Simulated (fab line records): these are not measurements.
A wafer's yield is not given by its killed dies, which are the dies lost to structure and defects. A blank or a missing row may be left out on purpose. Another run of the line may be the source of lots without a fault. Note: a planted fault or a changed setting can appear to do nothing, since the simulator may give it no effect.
Matching of chambers -- flow sky130 -- SKY_VIA2_ETCH_14 on rieDiel-04 has 4 sister chambers
The step etches BARC in N2/H2, stops on SiO2, time 45.9 s, target depth 60 nm. 4 wafers are shown with their chamber, then 9 later ones without.

WAFERS PAIRED WITH THEIR CHAMBERS
wafer,chamber,drypumpMotorCurrentA (A)
L088.2,0,5.3
L088.6,3,5.0
L090.5,1,5.6
L090.6,2,6.0

WAFERS WITH NO CHAMBER GIVEN
wafer,drypumpMotorCurrentA (A)
L092.2,5.6
L092.3,5.0
L092.6,5.9
L091.3,6.0
L091.4,5.6
L091.6,5.6
L097.2,6.0
L097.4,5.6
L097.5,5.3

CHAMBER TAKEN BY EACH
wafer,from the rows above,in truth
L092.2,1,1
L092.3,3,3
L092.6,2,2
L091.3,2,2
L091.4,1,1
L091.6,1,1
L097.2,2,2
L097.4,1,1
L097.5,0,0
Correct placement for 9 of the 9. Can't be placed from these rows: 0. Placed wrongly: 0.
How it was worked out, from the rows above alone: a wafer's distance from a chamber is the root of the sum, over the readings, of the square of ((its reading less the chamber's mean) divided by the reading's scatter). The wafer belongs to the nearest chamber; if the next one is less than 2 further off, it can't be placed. A chamber's mean is the mean of its shown wafers. The scatter: with one shown wafer a chamber, the root of the mean of the squares of how far each hidden wafer lies from its nearest shown one.
